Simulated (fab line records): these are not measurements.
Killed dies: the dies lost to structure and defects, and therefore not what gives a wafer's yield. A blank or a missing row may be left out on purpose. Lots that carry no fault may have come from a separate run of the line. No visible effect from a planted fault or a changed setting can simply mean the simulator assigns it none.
Matching of chambers | flow sky130 | 4 sister chambers for SKY_FIELD_ISO_ETCH_17 on rie si-01
The step etches Si in HBr/Cl2/O2, target depth 342 nm, time 97.7 s. 16 wafers are shown with their chamber, then 8 later ones without.

WAFERS PAIRED WITH THEIR CHAMBERS
wafer  | chamber | oes product au (a.u.) | throttle valve pct (%) | chamber pressure mTorr (mTorr)
L974.2 | 2       | 1.001                 | 25.666                 | 15.012
L974.4 | 0       | 0.994                 | 25.650                 | 14.974
L974.5 | 2       | 0.992                 | 25.646                 | 15.026
L976.1 | 3       | 1.002                 | 25.655                 | 14.986
L976.3 | 2       | 1.006                 | 25.662                 | 15.004
L976.5 | 2       | 1.004                 | 25.666                 | 15.000
L978.4 | 2       | 1.001                 | 25.664                 | 15.007
L978.5 | 2       | 1.005                 | 25.674                 | 14.988
L978.6 | 1       | 1.014                 | 25.640                 | 14.991
L979.2 | 3       | 0.997                 | 25.640                 | 14.975
L979.5 | 3       | 0.991                 | 25.656                 | 14.991
L979.6 | 2       | 0.992                 | 25.650                 | 14.992
L989.1 | 1       | 1.007                 | 25.635                 | 14.991
L989.2 | 2       | 1.004                 | 25.645                 | 15.007
L989.3 | 0       | 0.996                 | 25.653                 | 14.999
L990.4 | 3       | 0.987                 | 25.659                 | 15.003

SIGNATURES (means of the wafers above)
reading                | chamber 0 | chamber 1 | chamber 2 | chamber 3 | scatter within a chamber
oes product au         | 0.99500   | 1.01050   | 1.00062   | 0.99425   | 0.00561
throttle valve pct     | 25.65150  | 25.63750  | 25.65912  | 25.65250  | 0.0093
chamber pressure mTorr | 14.98650  | 14.99100  | 15.00450  | 14.98875  | 0.0119
Rule: for a wafer and a chamber, the distance is found by dividing, reading by reading, the gap between the wafer's reading and the chamber's mean by the reading's scatter, squaring, summing and taking the root. The wafer belongs to the nearest chamber; if the next one is less than 2 further off, it can't be placed. The scatter: the root of (the sum of the squares of (reading less its chamber's mean) over the shown wafers, divided by (wafers less chambers)).

WAFERS WITH NO CHAMBER GIVEN
wafer  | oes product au (a.u.) | throttle valve pct (%) | chamber pressure mTorr (mTorr)
L990.5 | 0.986                 | 25.663                 | 15.025
L990.6 | 0.988                 | 25.648                 | 14.980
L993.1 | 0.991                 | 25.663                 | 14.965
L993.3 | 0.998                 | 25.661                 | 15.016
L993.4 | 1.009                 | 25.655                 | 15.007
L995.1 | 1.003                 | 25.648                 | 15.007
L995.4 | 1.003                 | 25.668                 | 14.989
L995.5 | 0.996                 | 25.644                 | 14.995

CHAMBER TAKEN BY EACH
wafer  | from the rows above               | in truth
L990.5 | can't be placed: 2 or 3 or 0      | 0
L990.6 | can't be placed: 0 or 3 or 2      | 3
L993.1 | can't be placed: 0 or 3 or 2      | 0
L993.3 | can't be placed: 2 or 3 or 0      | 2
L993.4 | can't be placed: 2 or 1 or 0 or 3 | 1
L995.1 | can't be placed: 2 or 1 or 3 or 0 | 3
L995.4 | can't be placed: 2 or 3 or 0 or 1 | 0
L995.5 | can't be placed: 0 or 3 or 2 or 1 | 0
Correct placement for 0 of the 8. Can't be placed from these rows: 8 (the true chamber is among the candidates in 8). 0 placed wrongly.
